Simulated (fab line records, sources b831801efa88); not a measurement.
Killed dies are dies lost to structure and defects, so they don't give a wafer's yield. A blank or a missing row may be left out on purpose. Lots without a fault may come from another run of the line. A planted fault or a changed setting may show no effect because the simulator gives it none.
Which tool did it? | flow gf180mcu | 14 lots, 42 wafers sampled, at 7 steps of a route of 602

WHAT THE GAUGES READ, wafer by wafer
GF_V5_RS_MEAS_24: measures by four-point-probe. Usual: V5_W_RS 0.326 ohm/sq, standard deviation 0.0038.
lot  | measured     | on            | V5_W_RS (ohm/sq)     | flag
L244 | day 26 23:05 | film_metro-01 | 0.328 0.331 0.331    |
L246 | day 27 13:31 | film_metro-04 | 0.331 0.330 0.329    |
L253 | day 30 05:32 | film_metro-04 | 43.453 43.615 44.313 | OFF
L254 | day 30 07:04 | film_metro-01 | 43.768 44.070 43.415 | OFF
L256 | day 30 21:26 | film_metro-03 | 0.328 0.326 0.328    |
L257 | day 31 13:51 | film_metro-01 | 0.324 0.326 0.321    |
L259 | day 32 01:14 | film_metro-03 | 0.329 0.329 0.323    |
L260 | day 32 14:22 | film_metro-03 | 0.323 0.322 0.325    |
L262 | day 32 15:04 | film_metro-01 | 0.331 0.328 0.331    |
L263 | day 33 04:29 | film_metro-03 | 0.329 0.326 0.327    |
L264 | day 33 04:59 | film_metro-03 | 0.326 0.323 0.328    |
L265 | day 33 11:54 | film_metro-03 | 0.321 0.321 0.325    |
L266 | day 33 11:55 | film_metro-01 | 0.331 0.327 0.331    |
L267 | day 33 21:08 | film_metro-03 | 0.322 0.322 0.325    |

GF_V5_THK_MEAS_25: measures by xrf. Usual: V5_W_THK 366 nm, standard deviation 4.7.
lot  | measured     | on            | V5_W_THK (nm) | flag
L244 | day 26 23:11 | film_metro-01 | 363 356 358   |
L246 | day 27 13:38 | film_metro-04 | 360 363 367   |
L253 | day 30 05:39 | film_metro-04 | <0 - -        | OFF
L254 | day 30 07:11 | film_metro-01 | - <0 -        | OFF
L256 | day 30 21:32 | film_metro-03 | 366 367 365   |
L257 | day 31 13:58 | film_metro-01 | 369 365 371   |
L259 | day 32 01:22 | film_metro-03 | 366 361 368   |
L260 | day 32 14:28 | film_metro-03 | 370 370 367   |
L262 | day 32 15:10 | film_metro-01 | 359 360 361   |
L263 | day 33 04:36 | film_metro-03 | 366 368 367   |
L264 | day 33 05:05 | film_metro-03 | 367 371 368   |
L265 | day 33 12:01 | film_metro-03 | 376 374 371   |
L266 | day 33 12:02 | film_metro-01 | 362 369 362   |
L267 | day 33 21:15 | film_metro-03 | 376 373 369   |

GF_TOP_METAL_CD_MEAS_14: target cd 440 nm. Usual: cd_nm 440.4 nm, standard deviation 2.5.
lot  | measured     | on        | cd_nm (nm)        | flag
L244 | day 27 18:53 | cd_sem-02 | 442.4 442.2 441.9 |
L246 | day 28 10:59 | cd_sem-02 | 438.7 435.6 437.5 |
L256 | day 31 15:28 | cd_sem-01 | 444.6 444.9 449.1 |
L257 | day 32 07:28 | cd_sem-02 | 439.0 439.4 439.4 |
L259 | day 32 19:26 | cd_sem-02 | 440.6 440.8 439.3 |
L260 | day 33 07:10 | cd_sem-02 | 442.1 441.0 441.6 |
L262 | day 33 07:38 | cd_sem-02 | 436.7 437.5 438.9 |
L263 | day 33 19:58 | cd_sem-02 | 436.7 439.0 438.6 |
L264 | day 33 21:14 | cd_sem-01 | 437.0 436.4 437.8 |
L265 | day 34 03:32 | cd_sem-02 | 441.7 441.3 439.7 |
L266 | day 34 04:07 | cd_sem-02 | 436.5 438.6 435.5 |
L267 | day 34 12:56 | cd_sem-01 | 441.6 443.1 443.9 |

WHICH TOOL RAN EACH LOT (tool, then ch and the chambers of the sampled wafers, then the start)
lot  | GF_MIM_STRIP_20                      | GF_V5_CVD_23                  | GF_V5_CMP_26                  | GF_TOP_METAL_SPUTTER_04
L244 | plasma_asher-04 ch 0,1, day 25 02:46 | cvd_w-02 ch 0,1, day 26 22:56 | cmp-01 ch 1,3, day 26 23:17   | pvd_sputter-02, day 26 23:44
L246 | plasma_asher-03 ch 0,1, day 25 16:44 | cvd_w-02 ch 0,1, day 27 13:24 | cmp-02 ch 0,1,2, day 27 14:41 | pvd_sputter-04, day 27 15:11
L253 | plasma_asher-03 ch 0,1, day 28 13:04 | cvd_w-02 ch 0,1, day 30 05:25 | cmp-01 ch 0,1,2, day 30 06:25 | -
L254 | plasma_asher-01 ch 0,1, day 28 14:29 | cvd_w-01 ch 0,1, day 30 06:57 | cmp-01 ch 2,3, day 30 07:31   | -
L256 | plasma_asher-04 ch 0,1, day 29 05:40 | cvd_w-01 ch 0,1, day 30 21:18 | cmp-01 ch 1,2, day 30 21:35   | pvd_sputter-01, day 30 22:05
L257 | plasma_asher-03 ch 0,1, day 29 23:49 | cvd_w-01 ch 0,1, day 31 13:43 | cmp-01 ch 0,2,3, day 31 14:01 | pvd_sputter-02, day 31 14:30
L259 | plasma_asher-04 ch 0,1, day 30 11:11 | cvd_w-02 ch 0,1, day 32 01:08 | cmp-01 ch 2,3, day 32 02:24   | pvd_sputter-02, day 32 02:53
L260 | plasma_asher-01 ch 0,1, day 31 00:49 | cvd_w-01 ch 1, day 32 14:14   | cmp-02 ch 0,2,3, day 32 14:34 | pvd_sputter-02, day 32 15:01
L262 | plasma_asher-04 ch 0,1, day 31 02:28 | cvd_w-02 ch 0,1, day 32 14:57 | cmp-02 ch 0,1, day 32 15:15   | pvd_sputter-01, day 32 15:42
L263 | plasma_asher-03 ch 0,1, day 31 15:31 | cvd_w-02 ch 0,1, day 33 04:22 | cmp-02 ch 0,1,3, day 33 04:39 | pvd_sputter-04, day 33 05:08
L264 | plasma_asher-04 ch 0,1, day 31 16:12 | cvd_w-01 ch 0,1, day 33 04:53 | cmp-02 ch 0,1,3, day 33 05:17 | pvd_sputter-01, day 33 05:38
L265 | plasma_asher-03 ch 0,1, day 31 23:02 | cvd_w-01 ch 0,1, day 33 11:47 | cmp-01 ch 0,1,2, day 33 12:05 | pvd_sputter-02, day 33 12:34
L266 | plasma_asher-04 ch 0,1, day 32 00:43 | cvd_w-02 ch 0,1, day 33 11:48 | cmp-02 ch 0,2,3, day 33 12:06 | pvd_sputter-04, day 33 12:35
L267 | plasma_asher-03 ch 0,1, day 32 10:15 | cvd_w-02 ch 0,1, day 33 21:01 | cmp-02 ch 1,2,3, day 33 21:25 | pvd_sputter-02, day 33 21:48
- GF_MIM_STRIP_20: strips in O2/N2.
- GF_V5_CVD_23: deposits W, target thk 350 nm, time 104.9 s.
- GF_V5_CMP_26: polishes, stops on SiO2, t overpolish 15 s, target thk 0 nm.
- GF_TOP_METAL_SPUTTER_04: material TiN, target thk 25 nm, time 20.8 s.

WHAT THE TOOLS THEMSELVES READ (means of the sampled wafers that have a number; where no wafer has one, the mark that the record gives instead)
GF_MIM_STRIP_20. Usual: drypump_motor_current_A 5.57 A, standard deviation 0.23; heater_power_w 335 W, standard deviation 24; oes_product_au 0.690 a.u., standard deviation 0.0052; strip_time_to_endpoint_s 11.18 s, standard deviation 0.04.
lot  | tool            | drypump_motor_current_A (A) | heater_power_w (W) | oes_product_au (a.u.) | strip_time_to_endpoint_s (s) | flag
L244 | plasma_asher-04 | 5.42                        | 326                | 0.692                 | 11.20                        |
L246 | plasma_asher-03 | 5.75                        | 360                | 0.690                 | 11.15                        |
L253 | plasma_asher-03 | 5.76                        | 356                | 0.697                 | 11.18                        |
L254 | plasma_asher-01 | 5.47                        | 319                | 0.696                 | 11.21                        |
L256 | plasma_asher-04 | 5.40                        | 323                | 0.688                 | 11.12                        |
L257 | plasma_asher-03 | 5.77                        | 362                | 0.687                 | 11.16                        |
L259 | plasma_asher-04 | 5.42                        | 322                | 0.687                 | 11.16                        |
L260 | plasma_asher-01 | 5.70                        | 326                | 0.691                 | 11.21                        |
L262 | plasma_asher-04 | 5.42                        | 331                | 0.687                 | 11.17                        |
L263 | plasma_asher-03 | 5.63                        | 338                | 0.689                 | 11.17                        |
L264 | plasma_asher-04 | 5.45                        | 326                | 0.695                 | 11.15                        |
L265 | plasma_asher-03 | 5.64                        | 346                | 0.693                 | 11.20                        |
L266 | plasma_asher-04 | 5.37                        | 321                | 0.693                 | 11.24                        |
L267 | plasma_asher-03 | 5.64                        | 342                | 0.692                 | 11.19                        |

GF_V5_CVD_23. Usual: chamber_pressure_Torr 40.00 Torr, standard deviation 0.09; heater_power_outer_w 465 W, standard deviation 34; heater_power_w 758 W, standard deviation 56.
lot  | tool     | chamber_pressure_Torr (Torr) | heater_power_outer_w (W) | heater_power_w (W) | flag
L244 | cvd_w-02 | 39.95                        | 437                      | 714                |
L246 | cvd_w-02 | 40.02                        | 443                      | 724                |
L253 | cvd_w-02 | -                            | -                        | -                  | OFF
L254 | cvd_w-01 | -                            | -                        | -                  | OFF
L256 | cvd_w-01 | 40.15                        | 502                      | 813                |
L257 | cvd_w-01 | 40.03                        | 497                      | 795                |
L259 | cvd_w-02 | 39.95                        | 440                      | 725                |
L260 | cvd_w-01 | 39.99                        | 523                      | 858                |
L262 | cvd_w-02 | 40.10                        | 447                      | 720                |
L263 | cvd_w-02 | 40.03                        | 436                      | 723                |
L264 | cvd_w-01 | 40.09                        | 494                      | 794                |
L265 | cvd_w-01 | 39.99                        | 488                      | 798                |
L266 | cvd_w-02 | 39.91                        | 449                      | 712                |
L267 | cvd_w-02 | 40.04                        | 437                      | 719                |

GF_V5_CMP_26. Usual: edge_zone_pressure_frac 1.001, standard deviation 0.0049; motor_current_A 10.6 A, standard deviation 0.66; time_to_endpoint_s 85 s, standard deviation 3.5.
lot  | tool   | edge_zone_pressure_frac | motor_current_A (A) | time_to_endpoint_s (s) | flag
L244 | cmp-01 | 0.999                   | 11.6                | 81                     |
L246 | cmp-02 | 0.992                   | 10.2                | 84                     |
L253 | cmp-01 | 1.003                   | 11.0                | 1                      | OFF
L254 | cmp-01 | 0.996                   | 11.6                | 0                      | OFF
L256 | cmp-01 | 1.003                   | 11.1                | 83                     |
L257 | cmp-01 | 1.000                   | 10.6                | 87                     |
L259 | cmp-01 | 1.003                   | 11.5                | 82                     |
L260 | cmp-02 | 1.003                   | 10.3                | 90                     |
L262 | cmp-02 | 0.996                   | 10.2                | 82                     |
L263 | cmp-02 | 1.001                   | 10.2                | 88                     |
L264 | cmp-02 | 0.998                   | 10.2                | 86                     |
L265 | cmp-01 | 1.002                   | 11.1                | 87                     |
L266 | cmp-02 | 1.003                   | 10.6                | 87                     |
L267 | cmp-02 | 1.004                   | 10.2                | 88                     |

GF_TOP_METAL_SPUTTER_04. Usual: cathode_dc_power_W 6500.0 W, standard deviation 1.1; throttle_valve_pct 30.0 %, standard deviation 1.1.
lot  | tool           | cathode_dc_power_W (W) | throttle_valve_pct (%) | flag
L244 | pvd_sputter-02 | 6498.8                 | 31.2                   |
L246 | pvd_sputter-04 | 6499.7                 | 29.5                   |
L256 | pvd_sputter-01 | 6499.8                 | 30.9                   |
L257 | pvd_sputter-02 | 6501.1                 | 31.0                   |
L259 | pvd_sputter-02 | 6500.8                 | 30.4                   |
L260 | pvd_sputter-02 | 6499.0                 | 30.3                   |
L262 | pvd_sputter-01 | 6501.3                 | 29.4                   |
L263 | pvd_sputter-04 | 6499.8                 | 29.7                   |
L264 | pvd_sputter-01 | 6500.1                 | 30.1                   |
L265 | pvd_sputter-02 | 6500.4                 | 30.0                   |
L266 | pvd_sputter-04 | 6499.7                 | 29.7                   |
L267 | pvd_sputter-02 | 6499.9                 | 30.1                   |

THE ANSWER, worked out from the rows above alone
Rule: a lot is off if the mean of its wafers that have a number lies more than 3 standard deviations from the usual mean. A lot without any number at a reading at which 4 lots or more have one is off too. The other lots that the step has rows for count as sound. The gauges are gone through in route order, then the tools' own readings, and for those a lot's mean is taken as printed above. The first step at which some lot is off is used, and at that step the reading that is off furthest; a lot without a number counts as furthest.
Off: L253, L254, at GF_V5_RS_MEAS_24 (V5_W_RS).
A tool fits if, at a process step before that reading, it ran every lot that is off, and no sound lot after the first of them. The gauges at GF_V5_RS_MEAS_24 aren't tried: what is off there is off at GF_V5_CVD_23 too, on other tools, and a gauge's error can't cause that. None of those tried fits.

WHAT THE SIMULATOR HAD PUT IN
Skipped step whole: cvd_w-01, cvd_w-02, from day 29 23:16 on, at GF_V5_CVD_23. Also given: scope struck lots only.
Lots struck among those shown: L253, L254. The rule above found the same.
